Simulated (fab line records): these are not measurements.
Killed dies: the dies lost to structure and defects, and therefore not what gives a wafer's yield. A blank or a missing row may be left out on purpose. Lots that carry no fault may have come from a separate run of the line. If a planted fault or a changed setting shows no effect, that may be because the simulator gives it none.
One fault through the eyes of 2 desks / flow sky130 / only its own numbers are on each desk; what lay behind them is given at the end

AT THE TOOL OWNER'S DESK: pvdSputter-02
At SKY_METAL1_SPUTTER_01 (material TiN, target thk 20 nm, time 16.7 s) the tool's own readings: per lot run on this tool, the mean of the sampled wafers that have a number. Any lot whose mean is over 4 standard deviations away from the usual mean is out of limits and marked OUT; that distance is given in the brackets.
Columns: A = throttleValvePct at SKY_METAL1_SPUTTER_01, usual 29.9 %
lot=L340; first seen here=day 34 14:19; A=30.2
lot=L343; first seen here=day 35 21:19; A=30.3
This desk's verdict: no lot among the 2 shows anything out of limits.

FROM THE METROLOGY DESK
What the gauges read, lot by lot, whatever tool the lot ran on: means of the sampled wafers that have a number. Any lot whose mean is over 4 standard deviations away from the usual mean is out of limits and marked OUT; that distance is given in the brackets.
Columns: A = CONTACT_W_RS at SKY_CONTACT_RS_MEAS_25, usual 0.337 ohm/sq; B = CONTACT_W_THK at SKY_CONTACT_THK_MEAS_26, usual 346 nm
lot=L333; first seen here=day 32 03:52; A=0.335; B=346
lot=L340; first seen here=day 34 13:50; A=0.341; B=337
lot=L343; first seen here=day 35 20:49; A=0.337; B=340
lot=L349; first seen here=day 37 12:07; A=0.338; B=339
lot=L353; first seen here=day 38 06:40; A=0.338; B=349
This desk's verdict: no lot among the 5 shows anything out of limits.

BROUGHT TOGETHER
Nothing out of limits was seen by the tool owner's desk.
At the metrology desk, nothing out of limits was observed.

WHAT WAS PUT IN BY THE SIMULATOR
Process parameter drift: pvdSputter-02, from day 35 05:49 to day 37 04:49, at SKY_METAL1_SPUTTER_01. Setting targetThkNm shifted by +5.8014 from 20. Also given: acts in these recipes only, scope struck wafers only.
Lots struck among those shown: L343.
